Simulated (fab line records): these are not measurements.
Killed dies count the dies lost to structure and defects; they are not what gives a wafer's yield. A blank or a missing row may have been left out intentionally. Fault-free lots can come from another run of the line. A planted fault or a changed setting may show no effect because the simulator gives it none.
Shared-tool check / flow sky130 / Sampled: 13 lots, 39 wafers

== REASON FOR OPENING ==
1 of 13 lots carry a flag on the reading NWELL_TW at SKY_NWELL_TW_MEAS_15. Wafers without a fault read 1809, standard deviation 17.
Rule: flag the lot when none of its wafers has a number, or when each of its wafers that has one lies beyond 4 standard deviations from that mean. As for the other lots, they are considered sound.

lot=L883; measured=day 4 12:22; on=film-metro-01; NWELL_TW, wafer by wafer=1816 1823 1822; flag=
lot=L884; measured=day 4 18:46; on=film-metro-04; NWELL_TW, wafer by wafer=1785 1781 1778; flag=
lot=L885; measured=day 4 22:56; on=film-metro-04; NWELL_TW, wafer by wafer=1784 1785 1790; flag=
lot=L892; measured=day 6 23:07; on=film-metro-04; NWELL_TW, wafer by wafer=30 30 30; flag=FLAGGED
lot=L896; measured=day 7 16:16; on=film-metro-01; NWELL_TW, wafer by wafer=1834 1829 1839; flag=
lot=L899; measured=day 8 08:43; on=film-metro-02; NWELL_TW, wafer by wafer=1821 1820 1826; flag=
lot=L901; measured=day 9 02:21; on=film-metro-02; NWELL_TW, wafer by wafer=1820 1817 1812; flag=
lot=L900; measured=day 9 03:13; on=film-metro-01; NWELL_TW, wafer by wafer=1841 1840 1833; flag=
lot=L902; measured=day 9 09:40; on=film-metro-04; NWELL_TW, wafer by wafer=1797 1790 1800; flag=
lot=L903; measured=day 9 12:21; on=film-metro-01; NWELL_TW, wafer by wafer=1834 1844 1835; flag=
lot=L904; measured=day 9 14:55; on=film-metro-02; NWELL_TW, wafer by wafer=1814 1819 1805; flag=
lot=L905; measured=day 9 20:39; on=film-metro-02; NWELL_TW, wafer by wafer=1810 1808 1808; flag=
lot=L906; measured=day 10 07:48; on=film-metro-04; NWELL_TW, wafer by wafer=1787 1800 1805; flag=
Flagged lots average 30: -1779 relative to the usual, that is -99 or more standard deviations.

== WHICH TOOL EACH LOT WENT THROUGH ==
The record holds 2 process steps before the reading, out of a route of 708 steps. Each cell gives the tool, then ch followed by the chambers the sampled wafers passed through, then the start.
lot=L883; flag=; SKY_PWDE_STRIP_09=plasma-asher-01 ch 0,1, day 3 19:10; SKY_NWELL_STRIP_14=plasma-asher-04 ch 0, day 4 12:16
lot=L884; flag=; SKY_PWDE_STRIP_09=plasma-asher-03 ch 0,1, day 4 00:55; SKY_NWELL_STRIP_14=plasma-asher-01 ch 0,1, day 4 18:39
lot=L885; flag=; SKY_PWDE_STRIP_09=plasma-asher-02 ch 0,1, day 4 05:32; SKY_NWELL_STRIP_14=plasma-asher-01 ch 0,1, day 4 22:50
lot=L892; flag=FLAGGED; SKY_PWDE_STRIP_09=plasma-asher-01 ch 0,1, day 6 03:29; SKY_NWELL_STRIP_14=plasma-asher-04 ch 0,1, day 6 23:01
lot=L896; flag=; SKY_PWDE_STRIP_09=plasma-asher-03 ch 0,1, day 6 20:19; SKY_NWELL_STRIP_14=plasma-asher-03 ch 1, day 7 16:10
lot=L899; flag=; SKY_PWDE_STRIP_09=plasma-asher-03 ch 0,1, day 7 12:34; SKY_NWELL_STRIP_14=plasma-asher-01 ch 0,1, day 8 08:37
lot=L901; flag=; SKY_PWDE_STRIP_09=plasma-asher-02 ch 0,1, day 8 05:23; SKY_NWELL_STRIP_14=plasma-asher-04 ch 0,1, day 9 02:14
lot=L900; flag=; SKY_PWDE_STRIP_09=plasma-asher-01 ch 0,1, day 8 05:57; SKY_NWELL_STRIP_14=plasma-asher-01 ch 0,1, day 9 03:08
lot=L902; flag=; SKY_PWDE_STRIP_09=plasma-asher-03 ch 0,1, day 8 11:22; SKY_NWELL_STRIP_14=plasma-asher-04 ch 0, day 9 09:34
lot=L903; flag=; SKY_PWDE_STRIP_09=plasma-asher-03 ch 0,1, day 8 14:55; SKY_NWELL_STRIP_14=plasma-asher-03 ch 1, day 9 12:15
lot=L904; flag=; SKY_PWDE_STRIP_09=plasma-asher-03 ch 0, day 8 16:44; SKY_NWELL_STRIP_14=plasma-asher-03 ch 0,1, day 9 14:48
lot=L905; flag=; SKY_PWDE_STRIP_09=plasma-asher-01 ch 0,1, day 8 22:26; SKY_NWELL_STRIP_14=plasma-asher-03 ch 0,1, day 9 20:33
lot=L906; flag=; SKY_PWDE_STRIP_09=plasma-asher-01 ch 0,1, day 9 09:55; SKY_NWELL_STRIP_14=plasma-asher-04 ch 0,1, day 10 07:42
What is done by these steps:
- SKY_PWDE_STRIP_09: strips in O2/N2.
- SKY_NWELL_STRIP_14: strips in O2/N2.
- SKY_NWELL_TW_MEAS_15

== FLAGGED OVER TOTAL, TOOL BY TOOL (the gauges that took the reading come last) ==
step=SKY_PWDE_STRIP_09; tool=plasma-asher-01; lots run=5; flagged=1; share of the flagged lots=all; sound lots run after its first flagged lot=3 (L900,L905,L906)
step=SKY_PWDE_STRIP_09; tool=plasma-asher-02; lots run=2; flagged=0; share of the flagged lots=none; sound lots run after its first flagged lot=-
step=SKY_PWDE_STRIP_09; tool=plasma-asher-03; lots run=6; flagged=0; share of the flagged lots=none; sound lots run after its first flagged lot=-
step=SKY_NWELL_STRIP_14; tool=plasma-asher-01; lots run=4; flagged=0; share of the flagged lots=none; sound lots run after its first flagged lot=-
step=SKY_NWELL_STRIP_14; tool=plasma-asher-03; lots run=4; flagged=0; share of the flagged lots=none; sound lots run after its first flagged lot=-
step=SKY_NWELL_STRIP_14; tool=plasma-asher-04; lots run=5; flagged=1; share of the flagged lots=all; sound lots run after its first flagged lot=3 (L901,L902,L906)
step=SKY_NWELL_TW_MEAS_15; tool=film-metro-01; lots run=4; flagged=0; share of the flagged lots=none; sound lots run after its first flagged lot=-
step=SKY_NWELL_TW_MEAS_15; tool=film-metro-02; lots run=4; flagged=0; share of the flagged lots=none; sound lots run after its first flagged lot=-
step=SKY_NWELL_TW_MEAS_15; tool=film-metro-04; lots run=5; flagged=1; share of the flagged lots=all; sound lots run after its first flagged lot=2 (L902,L906)

== THE TABLE: WHAT IT ALLOWS ==
All flagged lots were run by 3 table rows, namely plasma-asher-01 at SKY_PWDE_STRIP_09, plasma-asher-04 at SKY_NWELL_STRIP_14, film-metro-04 at SKY_NWELL_TW_MEAS_15.
- plasma-asher-01 at SKY_PWDE_STRIP_09: 1 of its 5 lots flagged. After the first flagged lot (L900, L905, L906), sound lots still ran on it; a lasting fault on the whole tool would not permit that. Its own readings (oes-product-au) fall more than 4 standard deviations out on all wafers of the flagged lots.
- plasma-asher-04 at SKY_NWELL_STRIP_14: 1 of its 5 lots flagged. After the first flagged lot (L901, L902, L906), sound lots still ran on it; a lasting fault on the whole tool would not permit that. Its own readings (strip-time-to-endpoint-s) fall more than 4 standard deviations out on all wafers of the flagged lots.
- film-metro-04 at SKY_NWELL_TW_MEAS_15: 1 of its 5 lots flagged. After the first flagged lot (L902, L906), sound lots still ran on it; a lasting fault on the whole tool would not permit that.
Not one row of the table ran every flagged lot while running no sound lot after the first.

== WHAT HAD BEEN PUT IN BY THE SIMULATOR ==
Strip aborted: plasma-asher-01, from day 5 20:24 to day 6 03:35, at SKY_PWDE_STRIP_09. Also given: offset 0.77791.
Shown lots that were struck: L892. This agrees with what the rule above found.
